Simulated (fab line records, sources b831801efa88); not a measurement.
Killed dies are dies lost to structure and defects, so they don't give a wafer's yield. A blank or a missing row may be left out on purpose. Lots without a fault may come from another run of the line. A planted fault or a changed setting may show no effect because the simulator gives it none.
Which tool did it? | flow sky130 | 10 lots, 30 wafers sampled, at 5 steps of a route of 708

WHAT THE GAUGES READ, wafer by wafer
SKY_VIA2_OVL_MEAS_13.
lot  | measured     | on         | VIA2_OVL (nm)
L414 | day 36 05:11 | overlay-01 | 0 -11 1
L416 | day 36 17:38 | overlay-01 | 3 7 -1
L417 | day 37 02:56 | overlay-01 | -7 -10 -6
L419 | day 38 03:47 | overlay-01 | 0 5 -2
L420 | day 38 11:47 | overlay-01 | 2 3 2
L429 | day 41 02:56 | overlay-02 | -4 -3 -3
L432 | day 41 19:47 | overlay-01 | -6 3 -3
L433 | day 42 09:38 | overlay-01 | -4 -3 -2
L435 | day 42 12:44 | overlay-02 | 0 -4 1
L436 | day 42 17:29 | overlay-02 | 1 3 -2

SKY_CAPM_RS_MEAS_03: measures by four-point-probe.
lot  | measured     | on            | CAPM_TIN_RS (ohm/sq)
L414 | day 36 07:22 | film_metro-03 | 6.93 6.99 7.02
L416 | day 36 19:44 | film_metro-02 | 6.81 6.84 6.80
L417 | day 37 04:47 | film_metro-04 | 6.73 6.74 6.76
L419 | day 38 05:42 | film_metro-04 | 5.61 5.61 5.62
L420 | day 38 13:34 | film_metro-04 | 5.60 5.64 5.57
L429 | day 41 04:41 | film_metro-04 | 6.88 6.94 6.92
L432 | day 41 21:34 | film_metro-02 | 6.89 6.82 6.91
L433 | day 42 11:23 | film_metro-02 | 6.88 6.85 6.86
L435 | day 42 14:36 | film_metro-04 | 6.88 6.80 6.88
L436 | day 42 19:15 | film_metro-04 | 6.93 6.93 6.90

SKY_CAPM_THK_MEAS_04: measures by xrf.
lot  | measured     | on            | CAPM_TIN_THK (nm)
L414 | day 36 07:29 | film_metro-03 | 199.1 196.6 196.6
L416 | day 36 19:52 | film_metro-02 | 204.5 203.1 204.2
L417 | day 37 04:54 | film_metro-04 | 207.6 206.7 206.3
L419 | day 38 05:49 | film_metro-04 | 244.6 243.4 243.9
L420 | day 38 13:40 | film_metro-04 | 244.4 243.2 245.9
L429 | day 41 04:49 | film_metro-04 | 200.7 199.6 200.6
L432 | day 41 21:40 | film_metro-02 | 201.8 204.0 199.9
L433 | day 42 11:30 | film_metro-02 | 201.1 201.0 201.1
L435 | day 42 14:43 | film_metro-04 | 201.7 203.8 201.1
L436 | day 42 19:22 | film_metro-04 | 200.6 200.1 200.7

WHICH TOOL RAN EACH LOT (tool, then ch and the chambers of the sampled wafers, then the start)
lot  | SKY_VIA2_ETCH_15                   | SKY_CAPM_SPUTTER_02
L414 | rie_diel-04 ch 0,2,3, day 36 05:15 | pvd_sputter-03, day 36 07:16
L416 | rie_diel-01 ch 0,1,3, day 36 17:42 | pvd_sputter-01, day 36 19:38
L417 | rie_diel-01 ch 0,1,3, day 37 03:00 | pvd_sputter-01, day 37 04:40
L419 | rie_diel-01 ch 0,2, day 38 03:51   | pvd_sputter-01, day 38 05:34
L420 | rie_diel-03 ch 1,2, day 38 11:52   | pvd_sputter-01, day 38 13:26
L429 | rie_diel-04 ch 0,3, day 41 03:01   | pvd_sputter-01, day 41 04:35
L432 | rie_diel-03 ch 0,2, day 41 19:52   | pvd_sputter-02, day 41 21:25
L433 | rie_diel-04 ch 0,3, day 42 09:43   | pvd_sputter-01, day 42 11:16
L435 | rie_diel-03 ch 1,2,3, day 42 12:49 | pvd_sputter-01, day 42 14:29
L436 | rie_diel-01 ch 0,1, day 42 17:33   | pvd_sputter-01, day 42 19:07
- SKY_VIA2_ETCH_15: etches SiO2 in C4F8/O2/Ar, stops on TiN, target depth 546 nm, time 84 s.
- SKY_CAPM_SPUTTER_02: material TiN, target thk 200 nm, time 166.7 s.

WHAT THE TOOLS THEMSELVES READ (means of the sampled wafers that have a number; where no wafer has one, the mark that the record gives instead)
SKY_VIA2_ETCH_15.
lot  | tool        | oes_product_au (a.u.)
L414 | rie_diel-04 | 0.940
L416 | rie_diel-01 | 0.939
L417 | rie_diel-01 | 0.942
L419 | rie_diel-01 | 0.941
L420 | rie_diel-03 | 0.937
L429 | rie_diel-04 | 0.937
L432 | rie_diel-03 | 0.944
L433 | rie_diel-04 | 0.941
L435 | rie_diel-03 | 0.938
L436 | rie_diel-01 | 0.941

SKY_CAPM_SPUTTER_02.
lot  | tool           | cathode_dc_power_W (W) | susceptor_temp_C (C) | throttle_valve_pct (%)
L414 | pvd_sputter-03 | 6500.7                 | 300.13               | 29.8
L416 | pvd_sputter-01 | 6499.7                 | 299.97               | 28.6
L417 | pvd_sputter-01 | 6499.5                 | 300.00               | 29.3
L419 | pvd_sputter-01 | 7880.3                 | 300.08               | 30.0
L420 | pvd_sputter-01 | 7881.5                 | 300.04               | 30.1
L429 | pvd_sputter-01 | 6499.9                 | 300.05               | 30.1
L432 | pvd_sputter-02 | 6499.1                 | 299.99               | 30.6
L433 | pvd_sputter-01 | 6499.3                 | 300.02               | 30.5
L435 | pvd_sputter-01 | 6501.1                 | 300.00               | 29.0
L436 | pvd_sputter-01 | 6500.0                 | 299.87               | 30.0

THE ANSWER, worked out from the rows above alone
Rule: what is usual is taken from the lots themselves. Put in order of their means at a reading, lots are off if they are a third of the lots or fewer, leave a main group of 4 or more, and stand apart from it by a gap of 3 or more times the standard deviation of the main group's means; of several such gaps the widest counts. A main group whose means are all the same, to the digits that the tables above print for the reading, isn't used. A lot without any number at a reading at which 4 lots or more have one is off too. The other lots that the step has rows for count as sound. The gauges are gone through in route order, then the tools' own readings, and for those a lot's mean is taken as printed above. The first step at which some lot is off is used, and at that step the reading that is off furthest; a lot without a number counts as furthest.
Off: L419, L420, at SKY_CAPM_RS_MEAS_03 (CAPM_TIN_RS). The main group: mean 6.87 ohm/sq, standard deviation 0.067.
A tool fits if, at a process step before that reading, it ran every lot that is off, and no sound lot after the first of them. The gauges at SKY_CAPM_RS_MEAS_03 aren't tried: what is off there is off at SKY_CAPM_SPUTTER_02 too, on other tools, and a gauge's error can't cause that. None of those tried fits.

WHAT THE SIMULATOR HAD PUT IN
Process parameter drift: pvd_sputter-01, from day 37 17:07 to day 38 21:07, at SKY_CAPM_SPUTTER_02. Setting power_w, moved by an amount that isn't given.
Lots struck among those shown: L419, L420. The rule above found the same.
